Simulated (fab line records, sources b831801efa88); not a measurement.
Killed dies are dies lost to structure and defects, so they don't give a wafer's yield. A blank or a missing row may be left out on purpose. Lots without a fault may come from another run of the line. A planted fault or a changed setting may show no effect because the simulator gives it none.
Chamber matching | flow sky130 | SKY_FIELD_ISO_ETCH_17 on rie_si-01: 4 sister chambers
The step etches Si in HBr/Cl2/O2, target depth 342 nm, time 101.3 s. 4 wafers are shown with their chamber, then 8 later ones without.

WAFERS WITH THEIR CHAMBER
wafer  | chamber | drypump_motor_current_A (A)
L511.1 | 1       | 6.1
L511.3 | 2       | 5.7
L511.4 | 0       | 5.3
L512.1 | 3       | 6.1

WAFERS WITHOUT THEIR CHAMBER
wafer  | drypump_motor_current_A (A)
L512.2 | 5.7
L512.5 | 5.7
L516.2 | 5.7
L516.4 | 6.1
L516.6 | 5.7
L519.1 | 6.1
L519.2 | 6.0
L519.4 | 5.7

WHICH CHAMBER EACH WENT THROUGH
wafer  | from the rows above     | in truth
L512.2 | 2                       | 2
L512.5 | 2                       | 2
L516.2 | 2                       | 2
L516.4 | can't be placed: 1 or 3 | 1
L516.6 | 2                       | 2
L519.1 | can't be placed: 1 or 3 | 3
L519.2 | can't be placed: 1 or 3 | 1
L519.4 | 2                       | 2
Placed correctly: 5 of 8. Can't be placed from these rows: 3 (the true chamber is among the candidates in 3). Placed wrongly: 0.
How it was worked out, from the rows above alone: a wafer's distance from a chamber is the root of the sum, over the readings, of the square of ((its reading less the chamber's mean) divided by the reading's scatter). The wafer belongs to the nearest chamber; if the next one is less than 2 further off, it can't be placed. A chamber's mean is the mean of its shown wafers. The scatter: with one shown wafer a chamber, the root of the mean of the squares of how far each hidden wafer lies from its nearest shown one.
